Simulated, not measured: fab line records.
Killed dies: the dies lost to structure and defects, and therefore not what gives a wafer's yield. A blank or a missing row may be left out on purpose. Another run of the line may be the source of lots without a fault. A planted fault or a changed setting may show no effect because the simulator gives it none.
Which of the tools did it? :: flow gf180mcu :: 36 wafers from 12 lots sampled at 5 of the route's 602 steps

## WHAT THE GAUGES READ, wafer by wafer
GF_V1_CD_MEAS_14: the cd target is 260 nm.
lot: L685
measured: day 19 04:29
on: cd_sem-01
cd_nm (nm): 259.6 261.2 260.8

lot: L687
measured: day 19 17:49
on: cd_sem-01
cd_nm (nm): 260.9 259.8 259.6

lot: L688
measured: day 20 09:40
on: cd_sem-01
cd_nm (nm): 258.6 258.1 258.1

lot: L689
measured: day 20 22:35
on: cd_sem-01
cd_nm (nm): 236.6 237.2 236.3

lot: L690
measured: day 21 06:07
on: cd_sem-01
cd_nm (nm): 259.4 259.7 260.4

lot: L691
measured: day 21 06:34
on: cd_sem-02
cd_nm (nm): 236.7 237.3 237.1

lot: L693
measured: day 21 23:17
on: cd_sem-01
cd_nm (nm): 245.6 246.0 246.2

lot: L697
measured: day 23 08:17
on: cd_sem-01
cd_nm (nm): 249.5 250.5 251.2

lot: L699
measured: day 23 23:10
on: cd_sem-02
cd_nm (nm): 261.9 263.1 262.4

lot: L702
measured: day 24 22:55
on: cd_sem-02
cd_nm (nm): 260.4 260.5 261.3

lot: L703
measured: day 25 03:25
on: cd_sem-01
cd_nm (nm): 258.8 257.9 257.2

lot: L706
measured: day 25 23:13
on: cd_sem-02
cd_nm (nm): 257.2 258.1 256.7

GF_V1_THK_MEAS_25: measures by xrf.
lot: L685
measured: day 19 05:38
on: film_metro-02
V1_W_THK (nm): 341 347 345

lot: L687
measured: day 19 18:58
on: film_metro-01
V1_W_THK (nm): 364 352 362

lot: L688
measured: day 20 10:49
on: film_metro-01
V1_W_THK (nm): 365 358 363

lot: L689
measured: day 20 23:44
on: film_metro-03
V1_W_THK (nm): 353 356 357

lot: L690
measured: day 21 07:16
on: film_metro-02
V1_W_THK (nm): 354 360 353

lot: L691
measured: day 21 07:43
on: film_metro-03
V1_W_THK (nm): 351 357 355

lot: L693
measured: day 22 00:26
on: film_metro-02
V1_W_THK (nm): 354 353 356

lot: L697
measured: day 23 09:28
on: film_metro-03
V1_W_THK (nm): 371 367 372

lot: L699
measured: day 24 00:22
on: film_metro-01
V1_W_THK (nm): 353 352 352

lot: L702
measured: day 25 00:04
on: film_metro-01
V1_W_THK (nm): 358 361 363

lot: L703
measured: day 25 04:32
on: film_metro-03
V1_W_THK (nm): 358 372 371

lot: L706
measured: day 26 00:25
on: film_metro-03
V1_W_THK (nm): 361 369 366

## TOOL THAT RAN EACH LOT (tool first, then ch and the chambers of the sampled wafers, then the start)
lot: L685
GF_CONTACT_SPUTTER_23: pvd_sputter-04, day 17 01:37
GF_V1_EXPOSE_11: krf_scanner-02 ch 0, day 18 15:58
GF_V1_STRIP_18: plasma_asher-02 ch 0,1, day 19 04:45

lot: L687
GF_CONTACT_SPUTTER_23: pvd_sputter-04, day 17 14:08
GF_V1_EXPOSE_11: krf_scanner-01 ch 0, day 19 05:20
GF_V1_STRIP_18: plasma_asher-01 ch 0,1, day 19 18:07

lot: L688
GF_CONTACT_SPUTTER_23: pvd_sputter-04, day 18 05:56
GF_V1_EXPOSE_11: krf_scanner-01 ch 0, day 19 21:43
GF_V1_STRIP_18: plasma_asher-02 ch 0,1, day 20 09:57

lot: L689
GF_CONTACT_SPUTTER_23: pvd_sputter-03, day 18 18:38
GF_V1_EXPOSE_11: krf_scanner-01 ch 0, day 20 10:17
GF_V1_STRIP_18: plasma_asher-02 ch 0,1, day 20 22:52

lot: L690
GF_CONTACT_SPUTTER_23: pvd_sputter-03, day 19 02:28
GF_V1_EXPOSE_11: krf_scanner-02 ch 0, day 20 18:12
GF_V1_STRIP_18: plasma_asher-03 ch 0,1, day 21 06:24

lot: L691
GF_CONTACT_SPUTTER_23: pvd_sputter-04, day 19 02:48
GF_V1_EXPOSE_11: krf_scanner-01 ch 0, day 20 18:44
GF_V1_STRIP_18: plasma_asher-01 ch 0,1, day 21 06:51

lot: L693
GF_CONTACT_SPUTTER_23: pvd_sputter-03, day 19 19:11
GF_V1_EXPOSE_11: krf_scanner-01 ch 0, day 21 10:52
GF_V1_STRIP_18: plasma_asher-03 ch 0,1, day 21 23:33

lot: L697
GF_CONTACT_SPUTTER_23: pvd_sputter-04, day 21 06:23
GF_V1_EXPOSE_11: krf_scanner-01 ch 0, day 22 21:04
GF_V1_STRIP_18: plasma_asher-02 ch 0,1, day 23 08:33

lot: L699
GF_CONTACT_SPUTTER_23: pvd_sputter-03, day 21 22:18
GF_V1_EXPOSE_11: krf_scanner-02 ch 0, day 23 11:47
GF_V1_STRIP_18: plasma_asher-01 ch 0,1, day 23 23:28

lot: L702
GF_CONTACT_SPUTTER_23: pvd_sputter-02, day 23 01:25
GF_V1_EXPOSE_11: krf_scanner-02 ch 0, day 24 13:11
GF_V1_STRIP_18: plasma_asher-02 ch 0,1, day 24 23:12

lot: L703
GF_CONTACT_SPUTTER_23: pvd_sputter-02, day 23 06:02
GF_V1_EXPOSE_11: krf_scanner-02 ch 0, day 24 17:55
GF_V1_STRIP_18: plasma_asher-03 ch 0,1, day 25 03:41

lot: L706
GF_CONTACT_SPUTTER_23: pvd_sputter-02, day 24 04:04
GF_V1_EXPOSE_11: krf_scanner-02 ch 0, day 25 12:39
GF_V1_STRIP_18: plasma_asher-02 ch 0,1, day 25 23:31
- GF_CONTACT_SPUTTER_23: material TiN, target thk 10 nm, time 40 s.
- GF_V1_EXPOSE_11: exposes mask Via1, target cd 260 nm.
- GF_V1_STRIP_18: strips in O2/N2.

## AS READ BY THE TOOLS THEMSELVES (means over the sampled wafers that have a number; for cases with no such wafer, the mark the record gives instead)
GF_CONTACT_SPUTTER_23.
lot: L685
tool: pvd_sputter-04
throttle_valve_pct (%): 29.0

lot: L687
tool: pvd_sputter-04
throttle_valve_pct (%): 29.2

lot: L688
tool: pvd_sputter-04
throttle_valve_pct (%): 29.1

lot: L689
tool: pvd_sputter-03
throttle_valve_pct (%): 30.0

lot: L690
tool: pvd_sputter-03
throttle_valve_pct (%): 28.7

lot: L691
tool: pvd_sputter-04
throttle_valve_pct (%): 30.1

lot: L693
tool: pvd_sputter-03
throttle_valve_pct (%): 28.5

lot: L697
tool: pvd_sputter-04
throttle_valve_pct (%): 30.2

lot: L699
tool: pvd_sputter-03
throttle_valve_pct (%): 28.6

lot: L702
tool: pvd_sputter-02
throttle_valve_pct (%): 29.8

lot: L703
tool: pvd_sputter-02
throttle_valve_pct (%): 29.8

lot: L706
tool: pvd_sputter-02
throttle_valve_pct (%): 29.9

GF_V1_EXPOSE_11.
lot: L685
tool: krf_scanner-02
exposure_dose_mJ_cm2: 38.12

lot: L687
tool: krf_scanner-01
exposure_dose_mJ_cm2: 38.55

lot: L688
tool: krf_scanner-01
exposure_dose_mJ_cm2: 38.47

lot: L689
tool: krf_scanner-01
exposure_dose_mJ_cm2: 33.24

lot: L690
tool: krf_scanner-02
exposure_dose_mJ_cm2: 38.11

lot: L691
tool: krf_scanner-01
exposure_dose_mJ_cm2: 33.21

lot: L693
tool: krf_scanner-01
exposure_dose_mJ_cm2: 35.29

lot: L697
tool: krf_scanner-01
exposure_dose_mJ_cm2: 35.86

lot: L699
tool: krf_scanner-02
exposure_dose_mJ_cm2: 38.04

lot: L702
tool: krf_scanner-02
exposure_dose_mJ_cm2: 38.12

lot: L703
tool: krf_scanner-02
exposure_dose_mJ_cm2: 38.08

lot: L706
tool: krf_scanner-02
exposure_dose_mJ_cm2: 38.05

GF_V1_STRIP_18.
lot: L685
tool: plasma_asher-02
drypump_motor_current_A (A): 5.5
heater_power_w (W): 329
oes_product_au (a.u.): 0.602

lot: L687
tool: plasma_asher-01
drypump_motor_current_A (A): 5.7
heater_power_w (W): 327
oes_product_au (a.u.): 0.600

lot: L688
tool: plasma_asher-02
drypump_motor_current_A (A): 5.5
heater_power_w (W): 332
oes_product_au (a.u.): 0.604

lot: L689
tool: plasma_asher-02
drypump_motor_current_A (A): 5.5
heater_power_w (W): 331
oes_product_au (a.u.): 0.598

lot: L690
tool: plasma_asher-03
drypump_motor_current_A (A): 5.5
heater_power_w (W): 316
oes_product_au (a.u.): 0.601

lot: L691
tool: plasma_asher-01
drypump_motor_current_A (A): 5.7
heater_power_w (W): 327
oes_product_au (a.u.): 0.600

lot: L693
tool: plasma_asher-03
drypump_motor_current_A (A): 5.9
heater_power_w (W): 321
oes_product_au (a.u.): 0.602

lot: L697
tool: plasma_asher-02
drypump_motor_current_A (A): 5.4
heater_power_w (W): 323
oes_product_au (a.u.): 0.600

lot: L699
tool: plasma_asher-01
drypump_motor_current_A (A): 5.4
heater_power_w (W): 324
oes_product_au (a.u.): 0.601

lot: L702
tool: plasma_asher-02
drypump_motor_current_A (A): 5.3
heater_power_w (W): 331
oes_product_au (a.u.): 0.601

lot: L703
tool: plasma_asher-03
drypump_motor_current_A (A): 5.5
heater_power_w (W): 319
oes_product_au (a.u.): 0.598

lot: L706
tool: plasma_asher-02
drypump_motor_current_A (A): 5.5
heater_power_w (W): 331
oes_product_au (a.u.): 0.592

## THE ANSWER, worked out from the rows above alone
Rule: the usual values come from the lots themselves. The widest of any qualifying gaps counts: lots, ordered by their means at a reading, are off when they make up no more than a third of the lots, leave a main group of 4 or more, and stand apart from it by 3 or more times the standard deviation of that group's means. A main group is skipped when, at the precision printed for the reading in the tables above, its means are all equal. Also off: a lot with no number at a reading for which 4 or more lots have one. Any other lot the step has rows for is counted as sound. After the gauges, taken in route order, come the tools' own readings; for these a lot's mean is taken, as printed above. The first step at which some lot is off is used, and at that step the reading that is off furthest; a lot without a number counts as furthest.
Off, at GF_V1_CD_MEAS_14 on cd_nm: L689, L691, L693, L697. Mean 259.7 nm and standard deviation 1.6 in the main group.
If a tool, at a process step before that reading, ran all the lots that are off and no sound lot after the first of them, it fits. The gauges at GF_V1_CD_MEAS_14 aren't tried: what is off there is off at GF_V1_EXPOSE_11 too, on other tools, and a gauge's error can't cause that. One fits: GF_V1_EXPOSE_11 on krf_scanner-01. Its last sound lot is L688 (day 19 21:43), its first lot that is off L689 (day 20 10:17): a fault that began between those two fits.
The tool's own readings at GF_V1_EXPOSE_11 bear it out: on the lots that are off they differ by more than 5 times the standard deviation of the sound lots' means. exposure_dose_mJ_cm2 reads 34.40 there against 38.19 on the sound lots.

## WHAT WAS PUT IN BY THE SIMULATOR
Process parameters drifting: krf_scanner-01 at GF_V1_EXPOSE_11, beginning at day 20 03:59. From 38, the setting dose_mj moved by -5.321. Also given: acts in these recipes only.
Lots struck among those shown: L689, L691, L693, L697. This agrees with what the rule above found.
